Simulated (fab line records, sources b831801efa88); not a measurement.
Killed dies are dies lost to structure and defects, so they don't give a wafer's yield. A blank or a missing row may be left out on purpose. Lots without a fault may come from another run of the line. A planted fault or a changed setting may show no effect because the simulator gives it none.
fab line records | flow gf180mcu
record lots=5 wafers=15 last_day=34
route steps=602 shown V2@394 M3@409 V3@429
lots that met no fault: from a run of the same line without faults
start_h: hours from the record's first day to the start of the lot's first wafer shown | wait_h: hours since the lot's step before | " the same as in the row above | L1.1+2: a row that stands for several wafers | - no value, or no start given | * or withheld: withheld | < > ~ a bound
route shown NAME@n: a module of which the file shows steps, and the number in the route of the first | usual: mean/standard deviation of fault-free wafers | same: alike in all rows | chamber/n: place in a boat | sites: the reading at each site | _std_site: their standard deviation | _edge_site: outer sites' mean less inner sites' | radius_mm: how far each site lies from the wafer's centre | mask NAME#n: copy n | behind: the tool/chamber that last shaped the wafer | hold: why the lot was held/for how many hours/how that ended | device: the transistor (n, p or np) that didn't switch | end of line: the same wafers' tests at the end of the route | a step without rows: its recipe alone | killed: dies lost to structure and defects at the first sort, not the wafer's yield | map: a wafer's dies, x killed, . not, _ none there
set.NAME: the setting as run; set.NAME@STEP: as run at that earlier step | model.NAME: the simulator's own value behind a step, which no gauge read
lots at some steps of the route; a table a step, a row a wafer
services: from which hour (start_h, from the record's first day; less than 0 if before it) a tool's chamber was out of use, for how many hours, and why
## steps
# step GF_V2_PEB_12
# recipe peb_temp_c=135 peb_time_s=90 resist=KrF
# columns lot.wafer tool chamber start_h wait_h
L077.3+5+6 litho_track-01 0 - -
L081.2+3+5 litho_track-02 0 - -
L085.1+5+6 litho_track-02 0 - -
L094.2+3+6 litho_track-02 0 - -
L097.1+3+5 litho_track-01 0 - -
# step GF_V2_DEVELOP_13
# recipe develop_time_s=60 resist=KrF dev_temp_c=21
# columns lot.wafer tool chamber start_h wait_h
L077.3+5+6 litho_track-01 0 491.37 0.1
L081.2+3+5 litho_track-02 0 527.37 0.2
L085.1+5+6 litho_track-02 0 559.90 0.2
L094.2+3+6 litho_track-02 0 631.57 0.2
L097.1+3+5 litho_track-01 0 649.42 0.2
# step GF_V2_CD_MEAS_14
# recipe target_cd_nm=260
# usual cd_nm=260.0/1
# columns lot.wafer tool chamber start_h wait_h cd_nm
L077.3 cd_sem-02 - 491.51 0.1 260.1
L077.5 " - " " 258.3
L077.6 " - " " 259.4
L081.2 cd_sem-01 - 527.52 0.1 258.9
L081.3 " - " " 260.5
L081.5 " - " " 260.8
L085.1 cd_sem-02 - 560.05 0.1 260.0
L085.5 " - " " 259.2
L085.6 " - " " 259.4
L094.2 cd_sem-01 - 631.72 0.1 258.6
L094.3 " - " " 259.3
L094.6 " - " " 259.1
L097.1 cd_sem-02 - 649.57 0.1 257.6
L097.3 " - " " 258.7
L097.5 " - " " 258.7
# step GF_V2_OVL_MEAS_15
# usual V2_OVL=0/4.8
# columns lot.wafer tool chamber start_h wait_h V2_OVL[nm]
L077.3 overlay-01 - 491.60 0.1 2
L077.5 " - " " -4
L077.6 " - " " -4
L081.2 overlay-02 - 527.62 0.1 -9
L081.3 " - " " -3
L081.5 " - " " -8
L085.1 overlay-01 - 560.17 0.1 6
L085.5 " - " " 2
L085.6 " - " " 5
L094.2 overlay-01 - 631.82 0.1 -3
L094.3 " - " " 7
L094.6 " - " " 5
L097.1 overlay-01 - 649.69 0.1 9
L097.3 " - " " 3
L097.5 " - " " 13
# step GF_V2_ETCH_16
# recipe chemistry=N2/H2 target_depth_a=withheld overetch_a=withheld time_s=withheld target=BARC ion_energy_ev=200 source_w=500 bias_w=100 pressure_mtorr=30 n2_flow_sccm=100 h2_flow_sccm=200
# usual drypump_motor_current_A=5.8/0.32 h2_flow_sccm=200.0/0.65 oes_product_au=0.855/0.0049 throttle_valve_pct=13.225/0.01
# columns lot.wafer tool chamber start_h wait_h drypump_motor_current_A h2_flow_sccm oes_product_au throttle_valve_pct
L077.3 rie_diel-02 1 491.63 0.0 6.3 198.9 0.846 13.214
L077.5 " 0 " " 6.2 200.6 0.855 13.216
L077.6 " 3 " " 5.8 199.8 0.848 13.224
L081.2 rie_diel-01 2 527.65 0.0 5.9 199.3 0.854 13.217
L081.3 " 3 " " 5.5 199.9 0.852 13.214
L081.5 " 2 " " 5.9 200.2 0.852 13.211
L085.1 rie_diel-01 2 560.20 0.0 5.9 199.4 0.850 13.201
L085.5 " 0 " " 5.6 199.4 0.858 13.228
L085.6 " 3 " " 5.5 200.4 0.859 13.233
L094.2 rie_diel-02 1 631.85 0.0 6.4 200.1 0.863 13.229
L094.3 " 2 " " 5.8 200.3 0.844 13.221
L094.6 " 3 " " 5.9 200.4 0.855 13.232
L097.1 rie_diel-04 2 649.72 0.0 5.4 200.0 0.853 13.227
L097.3 " 0 " " 5.3 200.0 0.849 13.222
L097.5 " 1 " " 6.0 200.3 0.847 13.228
# step GF_V2_ETCH_17
# recipe chemistry=C4F8/O2/Ar mask_material=KrF target=SiO2 stop_on=TiN source_w=1500 bias_w=1200 pressure_mtorr=40 c4f8_flow_sccm=withheld O2_flow_sccm=6 Ar_flow_sccm=300 time_s=withheld target_depth_a=6300
# usual oes_product_au=0.855/0.0048
# columns lot.wafer tool chamber start_h wait_h oes_product_au
L077.3 rie_diel-02 1 - - 0.853
L077.5 " 0 " " 0.852
L077.6 " 3 " " 0.859
L081.2 rie_diel-01 2 - - 0.856
L081.3 " 3 " " 0.863
L081.5 " 2 " " 0.860
L085.1 rie_diel-01 2 - - 0.854
L085.5 " 0 " " 0.852
L085.6 " 3 " " 0.853
L094.2 rie_diel-02 1 - - 0.863
L094.3 " 2 " " 0.859
L094.6 " 3 " " 0.862
L097.1 rie_diel-04 2 - - 0.856
L097.3 " 0 " " 0.856
L097.5 " 1 " " 0.852
# step GF_V2_STRIP_18
# recipe chemistry=O2/N2 power_w=1400 pressure_mtorr=1500 platen_temp_c=250 o2_flow_sccm=3000 n2_flow_sccm=300 overash_fraction=0.5
# usual drypump_motor_current_A=5.94/0.22 heater_power_w=300/20 oes_product_au=0.593/0.0049
# columns lot.wafer tool chamber start_h wait_h drypump_motor_current_A heater_power_w oes_product_au rf_hours_counter_h
L077.3 plasma_asher-01 1 491.79 - 6.36 335 0.595 -
L077.5 " 0 " " 5.52 327 0.584 -
L077.6 " 1 " " 6.36 337 0.583 -
L081.2 plasma_asher-03 1 527.78 - 6.04 277 0.590 86
L081.3 " 1 " " 6.03 280 0.588 -
L081.5 " 1 " " 6.04 277 0.597 -
L085.1 plasma_asher-02 1 560.33 - 5.52 296 0.595 14
L085.5 " 1 " " 5.48 296 0.592 -
L085.6 " 0 " " 6.11 283 0.602 -
L094.2 plasma_asher-03 0 631.98 - 5.89 317 0.594 97
L094.3 " 1 " " 6.00 275 0.595 -
L094.6 " 1 " " 6.02 281 0.588 -
L097.1 plasma_asher-03 0 649.85 - 5.95 316 0.595 99
L097.3 " 1 " " 6.00 278 0.593 -
L097.5 " 1 " " 5.98 278 0.596 -
# step GF_V2_STRIP_19
# recipe chemistry=post_etch_residue_remover time_s=1200 temp_c=72.5
# columns lot.wafer tool chamber start_h wait_h
L077.3+5+6 wet_bench-04 3 491.86 0.0
L081.2+3+5 wet_bench-04 2 527.88 0.1
L085.1+5+6 wet_bench-02 3 560.43 0.1
L094.2+3+6 wet_bench-02 2 632.19 0.2
L097.1+3+5 wet_bench-01 0 649.95 0.1
# step GF_V2_CLEAN_20
# recipe chemistry=DIW dry=n2_spin
# columns lot.wafer tool chamber start_h wait_h
L077.3+5+6 wet_bench-02 3 492.54 0.0
L081.2+3+5 wet_bench-02 3 528.25 0.0
L085.1+5+6 wet_bench-04 1 560.77 0.0
L094.2+3+6 wet_bench-04 1 632.90 0.0
L097.1+3+5 wet_bench-04 2 650.33 0.0
# step GF_V2_SPUTTER_21
# recipe material=Ti target_thk_nm=15 chamber_pressure_pa=5 power_w=2500 substrate_temp_c=200 time_s=80.02
# usual throttle_valve_pct=29.8/0.99
# columns lot.wafer tool chamber start_h wait_h throttle_valve_pct
L077.3 pvd_sputter-04 - 492.66 0.0 29.1
L077.5 " - " " 30.0
L077.6 " - " " 28.8
L081.2 pvd_sputter-01 - 528.35 0.0 29.4
L081.3 " - " " 30.1
L081.5 " - " " 30.3
L085.1 pvd_sputter-02 - 560.86 0.0 31.4
L085.5 " - " " 30.4
L085.6 " - " " 28.7
L094.2 pvd_sputter-01 - 633.01 0.0 30.3
L094.3 " - " " 30.2
L094.6 " - " " 30.1
L097.1 pvd_sputter-04 - 650.43 0.0 28.9
L097.3 " - " " 29.8
L097.5 " - " " 29.6
# step GF_V2_SPUTTER_22
# recipe material=TiN target_thk_nm=10 chamber_pressure_pa=5 power_w=4000 time_s=40
# usual throttle_valve_pct=29.8/1
# columns lot.wafer tool chamber start_h wait_h throttle_valve_pct
L077.3 pvd_sputter-04 - 492.72 0.0 29.2
L077.5 " - " " 29.8
L077.6 " - " " 29.1
L081.2 pvd_sputter-01 - 528.42 0.0 29.2
L081.3 " - " " 30.0
L081.5 " - " " 30.3
L085.1 pvd_sputter-02 - 560.93 0.0 31.2
L085.5 " - " " 30.1
L085.6 " - " " 28.5
L094.2 pvd_sputter-01 - 633.07 0.0 30.0
L094.3 " - " " 30.0
L094.6 " - " " 30.2
L097.1 pvd_sputter-04 - 650.49 0.0 28.9
L097.3 " - " " 29.8
L097.5 " - " " 29.8
# step GF_V2_CVD_23
# recipe material=W target_thk_nm=350 time_s=104.94 temp_c=400 pressure_torr=40
# usual heater_power_w=781/38
# columns lot.wafer tool chamber start_h wait_h heater_power_w
L077.3 cvd_w-02 1 492.80 0.1 819
L077.5 " 1 " " 784
L077.6 " 0 " " 807
L081.2 cvd_w-02 1 528.45 0.0 809
L081.3 " 0 " " 796
L081.5 " 0 " " 800
L085.1 cvd_w-01 0 560.96 0.0 711
L085.5 " 0 " " 714
L085.6 " 1 " " 782
L094.2 cvd_w-02 1 633.11 0.0 817
L094.3 " 1 " " 823
L094.6 " 0 " " 808
L097.1 cvd_w-02 1 650.53 0.0 796
L097.3 " 1 " " 808
L097.5 " 1 " " 824
# step GF_V2_RS_MEAS_24
# recipe thk_meas_gauge=four-point-probe reads=W_of_V2_CVD_23+TiN_of_V2_SPUTTER_22+Ti_of_V2_SPUTTER_21
# usual V2_W_RS=0.326/0.0041
# columns lot.wafer tool chamber start_h wait_h V2_W_RS[ohm/sq]
L077.3 film_metro-02 - 492.91 0.1 0.324
L077.5 " - " " 0.321
L077.6 " - " " 0.330
L081.2 film_metro-04 - 528.59 0.1 0.319
L081.3 " - " " 0.322
L081.5 " - " " 0.325
L085.1 film_metro-02 - 561.08 0.1 0.325
L085.5 " - " " 0.325
L085.6 " - " " 0.327
L094.2 film_metro-02 - 633.24 0.1 0.322
L094.3 " - " " 0.323
L094.6 " - " " 0.334
L097.1 film_metro-01 - 650.64 0.1 0.321
L097.3 " - " " 0.322
L097.5 " - " " 0.327
# step GF_V2_THK_MEAS_25
# recipe thk_meas_gauge=xrf reads=W_of_V2_CVD_23
# usual V2_W_THK=331/4.5
# columns lot.wafer tool chamber start_h wait_h V2_W_THK[nm]
L077.3 film_metro-02 - 493.01 0.1 332
L077.5 " - " " 334
L077.6 " - " " 323
L081.2 film_metro-04 - 528.70 0.1 337
L081.3 " - " " 335
L081.5 " - " " 331
L085.1 film_metro-02 - 561.20 0.1 333
L085.5 " - " " 334
L085.6 " - " " 330
L094.2 film_metro-02 - 633.35 0.1 332
L094.3 " - " " 330
L094.6 " - " " 320
L097.1 film_metro-01 - 650.76 0.1 332
L097.3 " - " " 333
L097.5 " - " " 330
# step GF_V2_CMP_26
# recipe stop_on=SiO2 down_force_psi=3.5 platen_rpm=60 t_overpolish_s=15 target_thk_nm=0 pad_velocity_m_s=0.94248
# usual motor_current_A=11.3/1.3 overpolish_run_s=15.001/0.009 time_to_endpoint_s=82/4.6
# columns lot.wafer tool chamber start_h wait_h motor_current_A overpolish_run_s time_to_endpoint_s
L077.3 cmp-02 1 493.10 0.1 11.8 15.012 85
L077.5 " 0 " " 11.6 14.992 79
L077.6 " 1 " " 12.0 14.984 82
L081.3 cmp-01 3 528.75 0.0 8.0 14.989 85
L081.2 " 0 " " 10.4 15.000 77
L081.5 " 0 " " 11.3 14.995 77
L085.1 cmp-01 0 561.66 0.5 10.8 15.011 79
L085.6 " 3 " " 8.3 14.999 86
L085.5 " 0 " " 11.0 15.001 79
L094.2 cmp-02 0 633.45 0.1 10.9 15.022 80
L094.3 " 1 " " 11.7 14.998 83
L094.6 " 3 " " 11.1 15.006 83
L097.1 cmp-02 3 650.92 0.1 11.4 14.981 83
L097.3 " 0 " " 11.5 15.003 77
L097.5 " 2 " " 12.9 14.989 86
# step GF_M3_SPUTTER_00
# recipe material=Ti target_thk_nm=37.5 arriving_ion_energy_ev=80 substrate_temp_c=200 chamber_pressure_pa=2 power_w=4000 time_s=150
# usual throttle_valve_pct=30.1/1.1
# columns lot.wafer tool chamber start_h wait_h throttle_valve_pct
L077.3 pvd_sputter-01 - 493.35 0.2 30.3
L077.5 " - " " 28.4
L077.6 " - " " 29.8
L081.2 pvd_sputter-02 - 529.05 0.2 31.5
L081.3 " - " " 30.7
L081.5 " - " " 31.2
L085.1 pvd_sputter-03 - 561.91 0.2 31.2
L085.5 " - " " 30.0
L085.6 " - " " 31.6
L094.2 pvd_sputter-01 - 633.70 0.2 30.3
L094.3 " - " " 29.1
L094.6 " - " " 28.8
L097.1 pvd_sputter-03 - 651.12 0.1 29.8
L097.3 " - " " 30.0
L097.5 " - " " 31.0
# step GF_M3_SPUTTER_01
# recipe material=TiN target_thk_nm=30 power_w=6500 time_s=25 chamber_pressure_pa=0.4
# usual throttle_valve_pct=30.1/1
# columns lot.wafer tool chamber start_h wait_h throttle_valve_pct
L077.3 pvd_sputter-01 - 493.45 0.1 30.3
L077.5 " - " " 28.2
L077.6 " - " " 30.0
L081.2 pvd_sputter-02 - 529.15 0.1 31.4
L081.3 " - " " 30.0
L081.5 " - " " 31.0
L085.1 pvd_sputter-03 - 562.01 0.1 30.8
L085.5 " - " " 30.2
L085.6 " - " " 31.9
L094.2 pvd_sputter-01 - 633.80 0.1 30.1
L094.3 " - " " 29.0
L094.6 " - " " 29.3
L097.1 pvd_sputter-03 - 651.22 0.1 29.8
L097.3 " - " " 30.2
L097.5 " - " " 30.8
# step GF_M3_SPUTTER_02
# recipe material=AlCu target_thk_nm=450 power_w=10600 time_s=23.9 chamber_pressure_pa=0.4
# usual throttle_valve_pct=30.1/1.1
# columns lot.wafer tool chamber start_h wait_h throttle_valve_pct
L077.3 pvd_sputter-01 - 493.48 0.0 30.5
L077.5 " - " " 28.4
L077.6 " - " " 29.9
L081.2 pvd_sputter-02 - 529.18 0.0 31.4
L081.3 " - " " 30.3
L081.5 " - " " 31.4
L085.1 pvd_sputter-03 - 562.04 0.0 31.1
L085.5 " - " " 30.0
L085.6 " - " " 31.5
L094.2 pvd_sputter-01 - 633.83 0.0 30.2
L094.3 " - " " 29.0
L094.6 " - " " 29.0
L097.1 pvd_sputter-03 - 651.25 0.0 29.6
L097.3 " - " " 30.4
L097.5 " - " " 31.1
# step GF_M3_SPUTTER_03
# recipe material=Ti target_thk_nm=10 substrate_temp_c=300 chamber_pressure_pa=0.3 power_w=3000 time_s=6.7
# usual throttle_valve_pct=30.1/1
# columns lot.wafer tool chamber start_h wait_h throttle_valve_pct
L077.3 pvd_sputter-01 - 493.51 0.0 29.9
L077.5 " - " " 28.2
L077.6 " - " " 30.1
L081.2 pvd_sputter-02 - 529.21 0.0 31.5
L081.3 " - " " 30.2
L081.5 " - " " 31.2
L085.1 pvd_sputter-03 - 562.07 0.0 30.9
L085.5 " - " " 30.1
L085.6 " - " " 31.6
L094.2 pvd_sputter-01 - 633.86 0.0 30.1
L094.3 " - " " 28.9
L094.6 " - " " 28.8
L097.1 pvd_sputter-03 - 651.28 0.0 29.9
L097.3 " - " " 30.3
L097.5 " - " " 31.0
# step GF_M3_SPUTTER_04
# recipe material=TiN target_thk_nm=50 power_w=6500 time_s=41.7 chamber_pressure_pa=0.4
# usual throttle_valve_pct=30.1/1
# columns lot.wafer tool chamber start_h wait_h throttle_valve_pct
L077.3 pvd_sputter-01 - 493.53 0.0 30.1
L077.5 " - " " 28.4
L077.6 " - " " 30.2
L081.2 pvd_sputter-02 - 529.23 0.0 31.5
L081.3 " - " " 30.5
L081.5 " - " " 31.2
L085.1 pvd_sputter-03 - 562.09 0.0 30.9
L085.5 " - " " 30.2
L085.6 " - " " 31.7
L094.2 pvd_sputter-01 - 633.88 0.0 30.0
L094.3 " - " " 28.9
L094.6 " - " " 28.9
L097.1 pvd_sputter-03 - 651.30 0.0 29.9
L097.3 " - " " 30.2
L097.5 " - " " 31.0
# step GF_M3_RS_MEAS_05
# recipe thk_meas_gauge=four-point-probe reads=TiN_of_M3_SPUTTER_04+Ti_of_M3_SPUTTER_03+AlCu_of_M3_SPUTTER_02+TiN_of_M3_SPUTTER_01+Ti_of_M3_SPUTTER_00
# usual M3_ALCU_RS=0.0692/0.00089
# columns lot.wafer tool chamber start_h wait_h M3_ALCU_RS[ohm/sq]
L077.3 film_metro-04 - 493.61 0.1 0.0700
L077.5 " - " " 0.0695
L077.6 " - " " 0.0710
L081.2 film_metro-01 - 529.29 0.0 0.0686
L081.3 " - " " 0.0700
L081.5 " - " " 0.0692
L085.1 film_metro-01 - 562.13 0.0 0.0680
L085.5 " - " " 0.0703
L085.6 " - " " 0.0685
L094.2 film_metro-03 - 633.94 0.0 0.0693
L094.3 " - " " 0.0688
L094.6 " - " " 0.0688
L097.1 film_metro-03 - 651.34 0.0 0.0701
L097.3 " - " " 0.0704
L097.5 " - " " 0.0687
# step GF_M3_THK_MEAS_06
# recipe thk_meas_gauge=xrf reads=AlCu_of_M3_SPUTTER_02
# usual M3_ALCU_THK=447/5.6
# columns lot.wafer tool chamber start_h wait_h M3_ALCU_THK[nm]
L077.3 film_metro-04 - 493.71 0.1 444
L077.5 " - " " 447
L077.6 " - " " 437
L081.2 film_metro-01 - 529.40 0.1 448
L081.3 " - " " 440
L081.5 " - " " 446
L085.1 film_metro-01 - 562.25 0.1 453
L085.5 " - " " 438
L085.6 " - " " 445
L094.2 film_metro-03 - 634.05 0.1 443
L094.3 " - " " 449
L094.6 " - " " 446
L097.1 film_metro-03 - 651.46 0.1 437
L097.3 " - " " 438
L097.5 " - " " 446
# step GF_M3_DEHYDRATE_07
# recipe temp_c=200 time_s=60
# columns lot.wafer tool chamber start_h wait_h
L077.3+5+6 litho_track-03 0 505.15 11.4
L081.2+3+5 litho_track-03 0 540.38 11.0
L085.1+5+6 litho_track-04 0 572.67 10.4
L094.2+3+6 litho_track-01 0 642.64 8.6
L097.1+3+5 litho_track-01 0 660.92 9.4
# step GF_M3_HMDS_08
# recipe prime_time_s=60 prime_temp_c=120
# columns lot.wafer tool chamber start_h wait_h
L077.3+5+6 litho_track-03 0 505.30 0.1
L081.2+3+5 litho_track-03 0 540.53 0.1
L085.1+5+6 litho_track-04 0 572.82 0.1
L094.2+3+6 litho_track-01 0 642.79 0.1
L097.1+3+5 litho_track-01 0 661.07 0.1
# step GF_M3_COAT_09
# recipe resist=KrF spin_rpm=withheld resist_thk_nm=1000
# columns lot.wafer tool chamber start_h wait_h
L077.3+5+6 litho_track-03 0 505.45 0.1
L081.2+3+5 litho_track-03 0 540.68 0.1
L085.1+5+6 litho_track-04 0 572.97 0.1
L094.2+3+6 litho_track-01 0 642.94 0.1
L097.1+3+5 litho_track-01 0 661.22 0.1
# step GF_M3_SOFTBAKE_10
# recipe temp_c=130 time_s=60 resist=KrF
# columns lot.wafer tool chamber start_h wait_h
L077.3+5+6 litho_track-03 0 505.60 0.1
L081.2+3+5 litho_track-03 0 540.83 0.1
L085.1+5+6 litho_track-04 0 573.12 0.1
L094.2+3+6 litho_track-01 0 643.09 0.1
L097.1+3+5 litho_track-01 0 661.37 0.1
# step GF_M3_EXPOSE_11
# recipe mask_id=Metal3 target_cd_nm=280 na=0.68 source_shape=conventional sigma_outer=0.6 dose_mj=28
# usual exposure_dose_mJ_cm2=27.97/0.036
# columns lot.wafer tool chamber start_h wait_h mask exposure_dose_mJ_cm2
L077.3 krf_scanner-02 0 - - Metal3#0 27.97
L077.5 " 0 " " Metal3#0 28.00
L077.6 " 0 " " Metal3#0 28.02
L081.2 krf_scanner-02 0 - - Metal3#0 27.98
L081.3 " 0 " " Metal3#0 27.97
L081.5 " 0 " " Metal3#0 28.00
L085.1 krf_scanner-01 0 - - Metal3#0 27.93
L085.5 " 0 " " Metal3#0 27.95
L085.6 " 0 " " Metal3#0 27.96
L094.2 krf_scanner-01 0 - - Metal3#0 27.97
L094.3 " 0 " " Metal3#0 27.97
L094.6 " 0 " " Metal3#0 28.00
L097.1 krf_scanner-02 0 - - Metal3#0 28.01
L097.3 " 0 " " Metal3#0 28.04
L097.5 " 0 " " Metal3#0 28.02
# step GF_M3_PEB_12
# recipe peb_temp_c=135 peb_time_s=90 resist=KrF
# columns lot.wafer tool chamber start_h wait_h
L077.3+5+6 litho_track-01 0 - -
L081.2+3+5 litho_track-04 0 - -
L085.1+5+6 litho_track-03 0 - -
L094.2+3+6 litho_track-04 0 - -
L097.1+3+5 litho_track-01 0 - -
# step GF_M3_DEVELOP_13
# recipe develop_time_s=60 dev_temp_c=21
# columns lot.wafer tool chamber start_h wait_h
L077.3+5+6 litho_track-01 0 517.02 0.1
L081.2+3+5 litho_track-04 0 551.64 0.2
L085.1+5+6 litho_track-03 0 583.45 0.2
L094.2+3+6 litho_track-04 0 653.29 0.2
L097.1+3+5 litho_track-01 0 670.67 0.2
# step GF_M3_CD_MEAS_14
# recipe target_cd_nm=280
# usual cd_nm=279.7/0.88
# columns lot.wafer tool chamber start_h wait_h cd_nm
L077.3 cd_sem-02 - 517.16 0.1 279.9
L077.5 " - " " 280.2
L077.6 " - " " 278.9
L081.2 cd_sem-02 - 551.79 0.1 280.1
L081.3 " - " " 280.1
L081.5 " - " " 279.5
L085.1 cd_sem-02 - 583.60 0.1 279.2
L085.5 " - " " 279.9
L085.6 " - " " 279.0
L094.2 cd_sem-02 - 653.44 0.1 278.9
L094.3 " - " " 278.5
L094.6 " - " " 279.3
L097.1 cd_sem-01 - 670.82 0.1 279.9
L097.3 " - " " 280.5
L097.5 " - " " 279.5
# step GF_M3_OVL_MEAS_15
# usual M3_OVL=0/4.7
# columns lot.wafer tool chamber start_h wait_h M3_OVL[nm]
L077.3 overlay-01 - 517.25 0.1 3
L077.5 " - " " 8
L077.6 " - " " -1
L081.2 overlay-01 - 551.89 0.1 -1
L081.3 " - " " 1
L081.5 " - " " 0
L085.1 overlay-01 - 583.72 0.1 2
L085.5 " - " " -3
L085.6 " - " " 7
L094.2 overlay-02 - 653.54 0.1 1
L094.3 " - " " 4
L094.6 " - " " -1
L097.1 overlay-02 - 670.94 0.1 -4
L097.3 " - " " 2
L097.5 " - " " 3
# step GF_M3_METAL_ETCH_16
# recipe chemistry=Cl2/BCl3 mask_material=KrF target_depth_nm=627.5 stop_on=SiO2 pressure_mtorr=8 icp_w=800 bias_w=140 Cl2_flow_sccm=80 bcl3_flow_sccm=40 time_s=104.6
# usual drypump_motor_current_A=5.9/0.37 oes_product_au=0.973/0.0072 throttle_valve_pct=28.248/0.011
# columns lot.wafer tool chamber start_h wait_h drypump_motor_current_A oes_product_au rf_hours_counter_h throttle_valve_pct
L077.3 rie_metal-02 0 517.31 0.1 5.7 0.969 - 28.266
L077.5 " 0 " " 5.7 0.969 - 28.268
L077.6 " 1 " " 5.7 0.960 - 28.254
L081.2 rie_metal-02 0 551.92 0.0 5.6 0.978 10 28.243
L081.3 " 0 " " 5.6 0.970 - 28.259
L081.5 " 0 " " 5.6 0.974 - 28.248
L085.1 rie_metal-04 1 583.76 0.0 6.5 0.975 9 28.249
L085.5 " 1 " " 6.5 0.962 - 28.258
L085.6 " 0 " " 5.6 0.981 - 28.245
L094.2 rie_metal-01 0 653.57 0.0 6.3 0.966 2 28.257
L094.3 " 0 " " 6.2 0.974 - 28.249
L094.6 " 0 " " 6.3 0.974 - 28.240
L097.1 rie_metal-04 0 670.97 0.0 5.6 0.972 4 28.261
L097.3 " 0 " " 5.6 0.962 - 28.250
L097.5 " 1 " " 6.5 0.978 - 28.259
# step GF_M3_STRIP_17
# recipe chemistry=O2/N2 power_w=1400 pressure_mtorr=1500 platen_temp_c=250 o2_flow_sccm=3000 n2_flow_sccm=300 overash_fraction=0.5
# usual drypump_motor_current_A=5.8/0.4 heater_power_w=306/30 oes_product_au=0.558/0.0053 strip_time_to_endpoint_s=7.89/0.05
# columns lot.wafer tool chamber start_h wait_h drypump_motor_current_A heater_power_w oes_product_au rf_hours_counter_h strip_time_to_endpoint_s
L077.3 plasma_asher-02 0 517.42 0.1 6.1 286 0.565 - 7.96
L077.5 " 1 " " 5.5 296 0.551 - 7.90
L077.6 " 0 " " 6.1 284 0.554 - 7.83
L081.2 plasma_asher-02 0 552.03 0.1 6.1 288 0.557 13 7.95
L081.3 " 1 " " 5.6 288 0.558 - 7.90
L081.5 " 1 " " 5.6 293 0.559 - 7.87
L085.1 plasma_asher-01 0 583.87 0.1 5.6 328 0.560 84 7.98
L085.5 " 0 " " 5.6 331 0.566 - 7.97
L085.6 " 1 " " 6.4 339 0.560 - 7.88
L094.2 plasma_asher-01 0 653.68 0.1 5.5 333 0.562 91 7.94
L094.3 " 0 " " 5.5 324 0.560 - 7.86
L094.6 " 1 " " 6.3 340 0.561 - 7.89
L097.1 plasma_asher-02 1 671.09 0.1 5.6 291 0.553 26 7.85
L097.3 " 1 " " 5.6 294 0.561 - 7.86
L097.5 " 1 " " 5.5 293 0.555 - 7.86
# step GF_M3_STRIP_18
# recipe chemistry=post_etch_residue_remover time_s=1200 temp_c=72.5
# columns lot.wafer tool chamber start_h wait_h
L077.3+5+6 wet_bench-03 2 517.49 0.0
L081.2+3+5 wet_bench-03 0 552.13 0.1
L085.1+5+6 wet_bench-04 2 583.97 0.1
L094.2+3+6 wet_bench-04 3 653.78 0.1
L097.1+3+5 wet_bench-03 0 671.19 0.1
# step GF_M3_CLEAN_19
# recipe chemistry=DIW dry=n2_spin
# columns lot.wafer tool chamber start_h wait_h
L077.3+5+6 wet_bench-04 2 517.83 0.0
L081.2+3+5 wet_bench-02 3 552.48 0.0
L085.1+5+6 wet_bench-02 3 584.31 0.0
L094.2+3+6 wet_bench-02 1 654.13 0.0
L097.1+3+5 wet_bench-02 1 671.53 0.0
# step GF_V3_CVD_00
# recipe material=SiO2 target_thk_nm=600 sigma_open_frac=0.3 temp_c=400 time_s=100 sih4_flow_sccm=60 pressure_mtorr=6
# columns lot.wafer tool chamber start_h wait_h
L077.3+5+6 hdpcvd-02 2,0,2 517.92 0.0
L081.2+3+5 hdpcvd-01 2,0,2 552.57 0.0
L085.1+5+6 hdpcvd-01 0,0,2 584.40 0.0
L094.2+3+6 hdpcvd-01 2,1,2 654.22 0.0
L097.1+3+5 hdpcvd-02 0,1,2 671.62 0.0
# step GF_V3_THK_MEAS_01
# recipe reads=SiO2_of_V3_CVD_00
# usual V3_CVD_00_THK=598/9.6
# columns lot.wafer tool chamber start_h wait_h V3_CVD_00_THK[nm]
L077.3 film_metro-02 - 518.01 0.1 600
L077.5 " - " " 601
L077.6 " - " " 603
L081.2 film_metro-02 - 552.65 0.0 595
L081.3 " - " " 590
L081.5 " - " " 594
L085.1 film_metro-03 - 584.48 0.0 585
L085.5 " - " " 579
L085.6 " - " " 595
L094.2 film_metro-03 - 654.30 0.0 590
L094.3 " - " " 596
L094.6 " - " " 590
L097.1 film_metro-03 - 671.69 0.0 598
L097.3 " - " " 611
L097.5 " - " " 626
# step GF_V3_CVD_02
# recipe material=SiO2 target_thk_nm=850 precursor=TEOS temp_c=400 time_s=94.851 rf_w=600
# usual heater_power_w=684/84
# columns lot.wafer tool chamber start_h wait_h heater_power_w
L077.3 pecvd-02 1 518.05 0.0 675
L077.5 " 1 " " 540
L077.6 " 2 " " 580
L081.2 pecvd-01 0 552.70 0.0 651
L081.3 " 2 " " 538
L081.5 " 2 " " 587
L085.1 pecvd-03 1 584.54 0.1 777
L085.5 " 0 " " 600
L085.6 " 1 " " 843
L094.2 pecvd-03 2 654.35 0.0 628
L094.3 " 0 " " 648
L094.6 " 0 " " 673
L097.1 pecvd-03 0 671.75 0.1 593
L097.3 " 2 " " 697
L097.5 " 0 " " 643
# step GF_V3_THK_MEAS_03
# recipe reads=SiO2_of_V3_CVD_02
# usual V3_CVD_02_THK=849/12
# columns lot.wafer tool chamber start_h wait_h V3_CVD_02_THK[nm]
L077.3 film_metro-02 - 518.14 0.1 834
L077.5 " - " " 853
L077.6 " - " " 857
L081.2 film_metro-02 - 552.78 0.0 831
L081.3 " - " " 840
L081.5 " - " " 837
L085.1 film_metro-01 - 584.64 0.1 851
L085.5 " - " " 863
L085.6 " - " " 850
L094.2 film_metro-02 - 654.43 0.0 839
L094.3 " - " " 846
L094.6 " - " " 863
L097.1 film_metro-02 - 671.82 0.0 851
L097.3 " - " " 843
L097.5 " - " " 871
## services
# columns tool chamber start_h hours kind
pvd_sputter-02 - 479.81 1.1 repair
plasma_asher-03 - 485.96 0.4 repair
krf_scanner-02 - 512.12 1.3 pm
cmp-02 - 512.71 6.7 pm
pecvd-03 - 516.22 3.7 repair
wet_bench-04 - 523.97 2.4 repair
cmp-02 - 528.47 1.4 repair
krf_scanner-02 - 533.59 1.0 pm
rie_diel-01 3 539.19 2.5 repair
cvd_w-02 0 562.86 12.7 repair
hdpcvd-01 2 568.67 3.4 repair
pvd_sputter-01 - 569.74 3.5 repair
krf_scanner-02 - 570.48 0.8 pm
krf_scanner-02 - 576.30 4.4 pm
pecvd-03 2 579.43 15.7 repair
rie_diel-01 0 586.99 2.4 repair
pvd_sputter-03 - 608.51 2.6 repair
cvd_w-02 0 617.11 3.1 repair
wet_bench-04 - 621.11 2.3 repair
pvd_sputter-02 - 644.04 1.8 repair
rie_diel-01 1 645.20 2.4 repair
pvd_sputter-03 - 648.55 2.0 repair
rie_diel-01 - 648.73 14.6 pm
wet_bench-04 - 669.96 1.9 repair
## key
fault none
